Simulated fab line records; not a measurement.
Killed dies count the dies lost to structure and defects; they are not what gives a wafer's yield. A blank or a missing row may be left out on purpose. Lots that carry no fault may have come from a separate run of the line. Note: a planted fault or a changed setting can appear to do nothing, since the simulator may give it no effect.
fab line records	flow sfq_line
record lots=6	wafers=16	last_day=89
route steps=325 shown I0@47 M1@58 I1@73 M2@88 M8@325
lots with no fault: from the same line, run without faults
start_h: hours from the record's opening day to when the first of the lot's shown wafers began	wait_h: hours from the lot's prior step to this one	" repeats the value in the row above	L1.1+2: several wafers, shown together as one row	- no value, or no start was given	* or withheld: withheld	< > ~ a bound
route shown NAME@n: a module of which the file shows steps, and the number in the route of the first	usual: the fault-free wafers' mean and standard deviation	same: alike in all rows	chamber/n: place in a boat	sites: readings site by site	_std_site: standard deviation of those values	_edge_site: outer sites' mean less inner sites'	radius_mm: for every site, how far away it sits from the centre of the wafer	mask NAME#n: copy n	behind: the last tool/chamber to shape the wafer	hold: cause of the lot's hold/its duration in hours/its outcome	device: whichever transistor did not switch (one of n, p or np)	end of line: tests of these same wafers at the route's end	a step given without rows: its recipe and nothing more	killed: at the first sort, the dies lost to defects and structure; wafer yield is something else	map: a wafer's dies, x killed, . not, _ none there
set.NAME: the setting as run; set.NAME@STEP: as run at that earlier step	model.NAME: the simulator's own value behind a step, which no gauge read
lots at some steps of the route; a table a step, a row a wafer
services: when a tool's chamber went out of use (start_h, in hours from the record's first day, below 0 if earlier), for how many hours, and the reason
## steps
# step SFQ_TRILAYER_I0_VIA_LITHO_COAT_036
# recipe resist=BARC	spin_rpm=3000	resist_thk_nm=62
# step SFQ_TRILAYER_I0_VIA_LITHO_COAT_031
# recipe resist=KrF	spin_rpm=3000	resist_thk_nm=650
# step SFQ_TRILAYER_I0_VIA_LITHO_SOFTBAKE_035
# recipe temp_c=withheld	time_s=withheld	resist=KrF
# step SFQ_TRILAYER_I0_VIA_LITHO_EXPOSE_032
# recipe mask_id=I0	na=0.6	source_shape=conventional	sigma_outer=0.65	target_cd_nm=500	dose_mj=21.3
# step SFQ_TRILAYER_I0_VIA_LITHO_PEB_034
# recipe peb_temp_c=115	peb_time_s=60	resist=KrF
# step SFQ_TRILAYER_I0_VIA_LITHO_DEVELOP_033
# recipe time_s=60	resist=KrF
# step SFQ_I0_OVL_MEAS_908
# usual I0_OVL=0/5.1
lot.wafer	tool	chamber	start_h	wait_h	I0_OVL[nm]
L977.2	overlay-02	-	378.86	0.1	3
L977.4	"	-	"	"	-1
L977.5	"	-	"	"	6
L979.1	overlay-02	-	387.26	0.1	-5
L979.4	"	-	"	"	-7
L979.6	"	-	"	"	-11
L984.4	overlay-01	-	458.25	0.1	4
L984.6	"	-	"	"	4
L986.1	overlay-01	-	470.67	0.1	0
L986.6	"	-	"	"	-2
L991.2	overlay-02	-	482.68	0.1	2
L991.4	"	-	"	"	-6
L991.6	"	-	"	"	-5
L996.2	overlay-01	-	488.68	0.1	-2
L996.3	"	-	"	"	-3
L996.6	"	-	"	"	-13
# step SFQ_TRILAYER_I0_VIA_BARC_OPEN_VIA_ETCH_046
# recipe mask_material=PR	chemistry=O2	target_depth_nm=125	target=BARC	source_w=500	bias_w=80	pressure_mtorr=30	time_s=41.7
# usual drypump_motor_current_A=5.5/0.47	oes_product_au=0.685/0.0046
lot.wafer	tool	chamber	start_h	wait_h	drypump_motor_current_A	oes_product_au	rf_hours_counter_h
L977.2	rie_diel-04	3	378.89	0.0	6.1	0.678	57
L977.4	"	2	"	"	5.3	0.688	-
L977.5	"	3	"	"	6.0	0.681	-
L979.1	rie_diel-02	0	387.29	0.0	5.5	0.690	102
L979.4	"	3	"	"	5.8	0.689	107
L979.6	"	1	"	"	5.0	0.689	-
L984.4	rie_diel-01	0	458.27	0.0	5.6	0.691	3
L984.6	"	0	"	"	5.7	0.688	-
L986.1	rie_diel-01	2	470.71	0.0	6.8	0.689	36
L986.6	"	3	"	"	5.3	0.685	-
L991.2	rie_diel-04	1	482.71	0.0	5.4	0.679	11
L991.4	"	2	"	"	5.3	0.686	82
L991.6	"	0	"	"	5.7	0.689	-
L996.2	rie_diel-02	0	488.71	0.0	5.5	0.689	104
L996.3	"	2	"	"	5.0	0.691	25
L996.6	"	0	"	"	5.5	0.685	-
# step SFQ_TRILAYER_I0_VIA_ETCH_VIA_ETCH_034
# recipe target=SiO2	stop_on=Nb	mask_material=PR	taper_deg=20	chemistry=CHF3	target_depth_nm=260	source_w=500	bias_w=80	pressure_mtorr=30	time_s=withheld
# usual drypump_motor_current_A=5.5/0.47	oes_product_au=0.853/0.0048
lot.wafer	tool	chamber	start_h	wait_h	drypump_motor_current_A	oes_product_au
L977.2	rie_diel-04	3	378.93	0.0	6.1	0.851
L977.4	"	2	"	"	5.3	0.863
L977.5	"	3	"	"	6.0	0.860
L979.1	rie_diel-02	0	387.33	0.0	5.5	0.860
L979.4	"	3	"	"	5.8	0.857
L979.6	"	1	"	"	5.0	0.854
L984.4	rie_diel-01	0	458.31	0.0	5.6	0.845
L984.6	"	0	"	"	5.6	0.856
L986.1	rie_diel-01	2	470.75	0.0	6.9	0.853
L986.6	"	3	"	"	5.3	0.857
L991.2	rie_diel-04	1	482.75	0.0	5.3	0.849
L991.4	"	2	"	"	5.3	0.846
L991.6	"	0	"	"	5.7	0.845
L996.2	rie_diel-02	0	488.75	0.0	5.5	0.848
L996.3	"	2	"	"	5.0	0.858
L996.6	"	0	"	"	5.5	0.858
# step SFQ_TRILAYER_I0_VIA_STRIP_STRIP_035
# recipe gas=O2	power_w=200	platen_temp_c=40	overash_fraction=0.65	chemistry=O2	pressure_mtorr=50
# step SFQ_TRILAYER_I0_VIA_STRIP_SOLV_CLEAN_036
# recipe chemistry=NMP	temp_c=70	time_s=600
# step SFQ_TRILAYER_M1_DEP_PRE_CLEAN_038
# recipe gas=Ar	time_s=22.5	bias_v=250
# step SFQ_TRILAYER_M1_DEP_SPUTTER_037
# recipe material=Nb	base_pressure_pa=1.33e-06	chamber_pressure_pa=0.1333	substrate_temp_c=20	resputter_cathode_voltage_v=400	target_thk_nm=200	power_w=2000	time_s=133.3
# usual throttle_valve_pct=29.8/0.7
lot.wafer	tool	chamber	start_h	wait_h	throttle_valve_pct	model.Nb_of_TRILAYER_M1_DEP_SPUTTER_037.thk_nm
L977.2	pvd_sputter-05	-	379.85	0.0	28.7	203.1
L977.4	"	-	"	"	30.3	202.2
L977.5	"	-	"	"	28.9	202.7
L979.1	pvd_sputter-05	-	388.26	0.0	29.7	197.9
L979.4	"	-	"	"	30.3	198.1
L979.6	"	-	"	"	29.9	196.5
L984.4	pvd_sputter-05	-	459.22	0.0	29.5	201.4
L984.6	"	-	"	"	30.2	356.8
L986.1	pvd_sputter-05	-	471.68	0.0	29.6	198.3
L986.6	"	-	"	"	29.9	353.6
L991.2	pvd_sputter-03	-	483.68	0.0	29.8	202.7
L991.4	"	-	"	"	29.8	205.8
L991.6	"	-	"	"	30.6	203.8
L996.2	pvd_sputter-04	-	489.84	0.0	30.5	200.2
L996.3	"	-	"	"	29.6	204.8
L996.6	"	-	"	"	30.5	200.2
# step SFQ_M1_RS_MEAS_909
# recipe thk_meas_gauge=four-point-probe	reads=Nb_of_TRILAYER_M1_DEP_SPUTTER_037
# usual M1_NB_RS=0.889/0.011
lot.wafer	tool	chamber	start_h	wait_h	M1_NB_RS[ohm/sq]
L977.2	film_metro-04	-	379.96	0.1	0.876
L977.4	"	-	"	"	0.879
L977.5	"	-	"	"	0.877
L979.1	film_metro-01	-	388.35	0.0	0.901
L979.4	"	-	"	"	0.901
L979.6	"	-	"	"	0.904
L984.4	film_metro-01	-	459.37	0.1	0.885
L984.6	"	-	"	"	0.495
L986.1	film_metro-03	-	471.77	0.0	0.899
L986.6	"	-	"	"	0.501
L991.2	film_metro-01	-	483.79	0.1	0.877
L991.4	"	-	"	"	0.866
L991.6	"	-	"	"	0.875
L996.2	film_metro-03	-	489.95	0.1	0.890
L996.3	"	-	"	"	0.867
L996.6	"	-	"	"	0.888
# step SFQ_TRILAYER_M1_LITHO_COAT_044
# recipe resist=BARC	spin_rpm=3000	resist_thk_nm=62
# step SFQ_TRILAYER_M1_LITHO_COAT_039
# recipe resist=KrF	spin_rpm=3000	resist_thk_nm=600
# step SFQ_TRILAYER_M1_LITHO_SOFTBAKE_043
# recipe temp_c=withheld	time_s=withheld	resist=KrF
# step SFQ_TRILAYER_M1_LITHO_EXPOSE_040
# recipe mask_id=M1	na=0.6	source_shape=conventional	sigma_outer=0.65	target_cd_nm=500	dose_mj=14.4
# step SFQ_TRILAYER_M1_LITHO_PEB_042
# recipe peb_temp_c=115	peb_time_s=60	resist=KrF
# step SFQ_TRILAYER_M1_LITHO_DEVELOP_041
# recipe time_s=60	resist=KrF
# step SFQ_M1_OVL_MEAS_911
# usual M1_OVL=0/5
lot.wafer	tool	chamber	start_h	wait_h	M1_OVL[nm]
L977.2	overlay-01	-	527.08	0.1	2
L977.4	"	-	"	"	-3
L977.5	"	-	"	"	2
L979.1	overlay-02	-	536.67	0.1	7
L979.4	"	-	"	"	2
L979.6	"	-	"	"	2
L984.4	overlay-01	-	598.26	0.1	-8
L984.6	"	-	"	"	-5
L986.1	overlay-02	-	608.49	0.1	5
L986.6	"	-	"	"	6
L991.2	overlay-01	-	623.14	0.1	0
L991.4	"	-	"	"	-8
L991.6	"	-	"	"	-7
L996.2	overlay-01	-	632.74	0.1	1
L996.3	"	-	"	"	5
L996.6	"	-	"	"	3
# step SFQ_TRILAYER_M1_BARC_OPEN_METAL_ETCH_054
# recipe mask_material=PR	chemistry=O2	target_depth_nm=125	target=BARC	icp_w=600	bias_w=80	pressure_mtorr=10	time_s=41.7
# step SFQ_TRILAYER_M1_ETCH_METAL_ETCH_042
# recipe target=Nb	stop_on=SiO2	mask_material=PR	chemistry=Cl2/Ar	target_depth_nm=240	icp_w=600	bias_w=80	pressure_mtorr=10	time_s=120
# usual drypump_motor_current_A=6.1/0.49	oes_product_au=0.895/0.0077
lot.wafer	tool	chamber	start_h	wait_h	drypump_motor_current_A	oes_product_au	rf_hours_counter_h
L977.2	rie_metal-04	0	527.16	0.0	6.4	0.901	82
L977.4	"	0	"	"	6.4	0.902	-
L977.5	"	0	"	"	6.4	0.897	-
L979.1	rie_metal-03	1	536.76	0.0	5.7	0.896	76
L979.4	"	0	"	"	6.6	0.895	-
L979.6	"	1	"	"	5.7	0.881	-
L984.4	rie_metal-02	1	598.38	0.1	5.9	0.898	-
L984.6	"	1	"	"	5.9	0.998	-
L986.1	rie_metal-04	0	608.58	0.0	6.5	0.888	93
L986.6	"	1	"	"	5.2	0.998	-
L991.2	rie_metal-02	0	623.23	0.0	6.2	0.901	125
L991.4	"	0	"	"	6.2	0.903	-
L991.6	"	1	"	"	5.9	0.904	-
L996.2	rie_metal-03	0	632.93	0.1	6.6	0.893	-
L996.3	"	0	"	"	6.6	0.905	-
L996.6	"	0	"	"	6.6	0.902	-
# step SFQ_TRILAYER_M1_STRIP_STRIP_043
# recipe gas=O2	power_w=200	platen_temp_c=40	overash_fraction=0.65	chemistry=O2	pressure_mtorr=50
# usual drypump_motor_current_A=6.1/0.49	oes_product_au=1.000/0.008
lot.wafer	tool	chamber	start_h	wait_h	drypump_motor_current_A	oes_product_au	rf_hours_counter_h
L977.2	rie_metal-04	0	527.29	0.1	6.4	1.011	82
L977.4	"	0	"	"	6.4	0.995	-
L977.5	"	0	"	"	6.4	1.003	-
L979.1	rie_metal-03	1	536.89	0.1	5.8	1.005	76
L979.4	"	0	"	"	6.6	0.995	-
L979.6	"	1	"	"	5.7	0.995	-
L984.4	rie_metal-02	1	598.66	0.2	5.9	1.008	-
L984.6	"	1	"	"	5.9	1.012	-
L986.1	rie_metal-04	0	608.71	0.1	6.4	0.999	94
L986.6	"	1	"	"	5.1	0.997	-
L991.2	rie_metal-02	0	623.36	0.1	6.2	1.002	125
L991.4	"	0	"	"	6.2	1.002	-
L991.6	"	1	"	"	5.9	1.003	-
L996.2	rie_metal-03	0	633.34	0.4	6.5	1.003	-
L996.3	"	0	"	"	6.6	0.996	-
L996.6	"	0	"	"	6.6	1.012	-
# step SFQ_TRILAYER_M1_STRIP_SOLV_CLEAN_044
# recipe chemistry=NMP	temp_c=70	time_s=600
# step SFQ_TRILAYER_I1_DEP_PECVD_045
# recipe material=SiO2	temp_c=150	time_s=111.11	pressure_torr=2.4	rf_w=183.3	precursor=SiH4/N2O	target_thk_nm=500
# step SFQ_TRILAYER_I1_CMP_CMP_046
# recipe material=SiO2	down_force_psi=3	platen_rpm=60	pad_velocity_m_s=0.94248
# step SFQ_I1_BOW_MEAS_912
# recipe mode=bow
# usual I1_BOW=2/7.4
lot.wafer	tool	chamber	start_h	wait_h	I1_BOW[um]
L977.2	film_metro-01	-	535.36	1.5	1
L977.4	"	-	"	"	-10
L977.5	"	-	"	"	4
L979.1	film_metro-01	-	541.34	1.0	-2
L979.4	"	-	"	"	1
L979.6	"	-	"	"	8
L984.4	film_metro-04	-	608.84	2.6	0
L984.6	"	-	"	"	10
L986.1	film_metro-04	-	614.78	1.0	-11
L986.6	"	-	"	"	-2
L991.2	film_metro-04	-	630.11	1.5	8
L991.4	"	-	"	"	10
L991.6	"	-	"	"	1
L996.2	film_metro-02	-	639.67	2.0	12
L996.3	"	-	"	"	-7
L996.6	"	-	"	"	3
# step SFQ_TRILAYER_I1_METRO_MEASURE_047
# usual thk_nm=199.8/1.1
lot.wafer	tool	chamber	start_h	wait_h	thk_nm
L977.2	film_metro-01	-	535.66	0.3	199.8
L977.4	"	-	"	"	198.6
L977.5	"	-	"	"	199.0
L979.1	film_metro-01	-	541.46	0.1	198.3
L979.4	"	-	"	"	200.8
L979.6	"	-	"	"	198.7
L984.4	film_metro-04	-	609.50	0.6	199.2
L984.6	"	-	"	"	200.8
L986.1	film_metro-04	-	614.90	0.1	201.6
L986.6	"	-	615.90	1.0	199.8
L991.2	film_metro-04	-	630.41	0.3	200.7
L991.4	"	-	"	"	198.6
L991.6	"	-	"	"	197.9
L996.2	film_metro-02	-	639.97	0.3	198.8
L996.3	"	-	"	"	198.4
L996.6	"	-	"	"	197.7
# step SFQ_TRILAYER_I1_VIA_LITHO_COAT_054
# recipe resist=BARC	spin_rpm=3000	resist_thk_nm=62
# step SFQ_TRILAYER_I1_VIA_LITHO_COAT_049
# recipe resist=KrF	spin_rpm=3000	resist_thk_nm=650
# step SFQ_TRILAYER_I1_VIA_LITHO_SOFTBAKE_053
# recipe temp_c=withheld	time_s=withheld	resist=KrF
# step SFQ_TRILAYER_I1_VIA_LITHO_EXPOSE_050
# recipe mask_id=I1	na=0.6	source_shape=conventional	sigma_outer=0.65	target_cd_nm=500	dose_mj=21.3
# step SFQ_TRILAYER_I1_VIA_LITHO_PEB_052
# recipe peb_temp_c=115	peb_time_s=60	resist=KrF
# step SFQ_TRILAYER_I1_VIA_LITHO_DEVELOP_051
# recipe time_s=60	resist=KrF
# step SFQ_I1_OVL_MEAS_913
# usual I1_OVL=-2/6.3
lot.wafer	tool	chamber	start_h	wait_h	I1_OVL[nm]
L977.2	overlay-01	-	695.39	0.1	1
L977.4	"	-	"	"	1
L977.5	"	-	"	"	6
L979.1	overlay-02	-	701.39	0.1	-8
L979.4	"	-	"	"	-18
L979.6	"	-	"	"	-10
L984.4	overlay-01	-	767.75	0.1	-8
L984.6	"	-	"	"	-2
L986.1	overlay-01	-	777.46	0.1	-5
L986.6	"	-	"	"	0
L991.2	overlay-02	-	789.59	0.1	2
L991.4	"	-	"	"	1
L991.6	"	-	"	"	3
L996.2	overlay-02	-	796.89	0.1	4
L996.3	"	-	"	"	9
L996.6	"	-	"	"	7
# step SFQ_TRILAYER_I1_VIA_BARC_OPEN_VIA_ETCH_071
# recipe mask_material=PR	chemistry=O2	target_depth_nm=125	target=BARC	source_w=500	bias_w=80	pressure_mtorr=30	time_s=41.7
# step SFQ_TRILAYER_I1_VIA_ETCH_VIA_ETCH_052
# recipe target=SiO2	stop_on=Nb	mask_material=PR	taper_deg=20	chemistry=CHF3	target_depth_nm=260	source_w=500	bias_w=80	pressure_mtorr=30	time_s=withheld
# step SFQ_TRILAYER_I1_VIA_STRIP_STRIP_053
# recipe gas=O2	power_w=200	platen_temp_c=40	overash_fraction=0.65	chemistry=O2	pressure_mtorr=50
# usual drypump_motor_current_A=6.0/0.48	oes_product_au=1.001/0.0094
lot.wafer	tool	chamber	start_h	wait_h	drypump_motor_current_A	oes_product_au	rf_hours_counter_h
L977.2	rie_metal-01	1	695.58	-	6.1	0.984	18
L977.4	"	1	"	"	6.1	0.983	-
L977.5	"	0	"	"	5.9	1.002	-
L979.1	rie_metal-01	0	701.58	-	5.9	1.006	54
L979.4	"	0	"	"	6.0	1.008	-
L979.6	"	1	"	"	6.1	0.988	-
L984.4	rie_metal-03	1	768.13	-	5.7	0.996	-
L984.6	"	1	"	"	5.7	0.984	-
L986.1	rie_metal-01	1	777.65	-	6.1	0.993	27
L986.6	"	1	"	"	6.1	0.990	-
L991.2	rie_metal-04	0	789.78	-	6.3	1.000	112
L991.4	"	0	"	"	6.3	1.001	-
L991.6	"	0	"	"	6.4	1.006	-
L996.2	rie_metal-01	1	797.08	-	6.1	0.987	31
L996.3	"	1	"	"	6.1	0.985	-
L996.6	"	0	"	"	5.9	1.013	-
# step SFQ_TRILAYER_I1_VIA_STRIP_SOLV_CLEAN_054
# recipe chemistry=NMP	temp_c=70	time_s=600
# step SFQ_TRILAYER_M2_DEP_PRE_CLEAN_056
# recipe gas=Ar	time_s=22.5	bias_v=250
# step SFQ_M8_BOW_MEAS_951
# recipe mode=bow
# usual M8_BOW=8/13
lot.wafer	tool	chamber	start_h	wait_h	M8_BOW[um]	model.etest.m1.comb_log10_ohm	model.etest.m1.ohm_sq
L977.2	film_metro-04	-	1819.68	0.0	3	12	0.876
L977.4	"	-	"	"	-8	12	0.8797
L977.5	"	-	"	"	7	12	0.8776
L979.1	film_metro-02	-	1906.11	0.0	6	12	0.8986
L979.4	"	-	"	"	11	12	0.898
L979.6	"	-	"	"	18	12	0.9053
L984.4	film_metro-03	-	1925.36	0.1	6	12	0.8832
L984.6	"	-	"	"	15	0	0.4985
L986.1	film_metro-04	-	1933.99	0.0	-14	12	0.897
L986.6	"	-	"	"	-4	0	0.503
L991.2	film_metro-04	-	1944.20	0.0	16	12	0.8776
L991.4	"	-	"	"	18	12	0.8642
L991.6	"	-	"	"	9	12	0.873
L996.2	film_metro-03	-	2138.20	0.0	2	12	0.8885
L996.3	"	-	"	"	-18	12	0.8687
L996.6	"	-	"	"	-4	12	0.8886
## services
tool	chamber	start_h	hours	kind
pvd_sputter-05	-	364.57	6.3	repair
rie_diel-04	2	365.71	4.6	repair
pvd_sputter-05	-	369.30	2.3	repair
rie_diel-04	0	375.23	6.0	repair
rie_diel-02	-	377.74	0.4	repair
rie_metal-01	1	389.06	20.2	repair
rie_diel-02	3	448.99	16.1	repair
rie_metal-02	0	472.82	1.9	repair
rie_metal-04	-	494.69	0.6	repair
rie_diel-04	3	501.87	4.0	repair
rie_metal-03	-	503.96	1.4	pm
rie_metal-01	-	505.24	0.9	repair
rie_diel-04	-	508.44	0.1	repair
rie_metal-02	1	523.75	10.2	repair
rie_diel-04	-	563.90	14.6	pm
rie_metal-02	0	567.94	16.1	repair
rie_diel-04	3	608.99	12.6	repair
rie_diel-04	-	609.61	2.8	pm
rie_metal-03	1	620.79	26.3	repair
rie_metal-04	0	638.15	20.5	repair
rie_metal-04	-	673.22	1.6	repair
rie_metal-01	1	721.31	7.4	repair
rie_diel-04	0	747.62	3.1	repair
rie_diel-04	3	787.09	19.4	repair
## key
first_sign step=SFQ_M1_RS_MEAS_909	reading=M1_NB_RS	direction=down	sigmas=35	usual=0.889	struck=0.498
effect step=SFQ_TRILAYER_M1_ETCH_METAL_ETCH_042	reading=oes_product_au	direction=up	sigmas=13	usual=0.895	struck=0.998
model_effect step=SFQ_TRILAYER_M1_DEP_SPUTTER_037	value=Nb_of_TRILAYER_M1_DEP_SPUTTER_037.thk_nm	without=202.8	struck=355.2
model_effect step=SFQ_M8_BOW_MEAS_951	value=etest.m1.comb_log10_ohm	without=12	struck=0
met_at SFQ_TRILAYER_M1_DEP_SPUTTER_037
struck_wafers L984.6,L986.6
onset_between 388.26 459.22
fault kind=process_parameter_drift	tool=pvd_sputter-05	chamber=-	onset_h=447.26	steps=SFQ_TRILAYER_M1_DEP_SPUTTER_037	channel=target_thk_nm	offset=152.4	shape=step	end_h=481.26	scope=struck_wafers_only	acts_in=these_recipes_only	stated=200
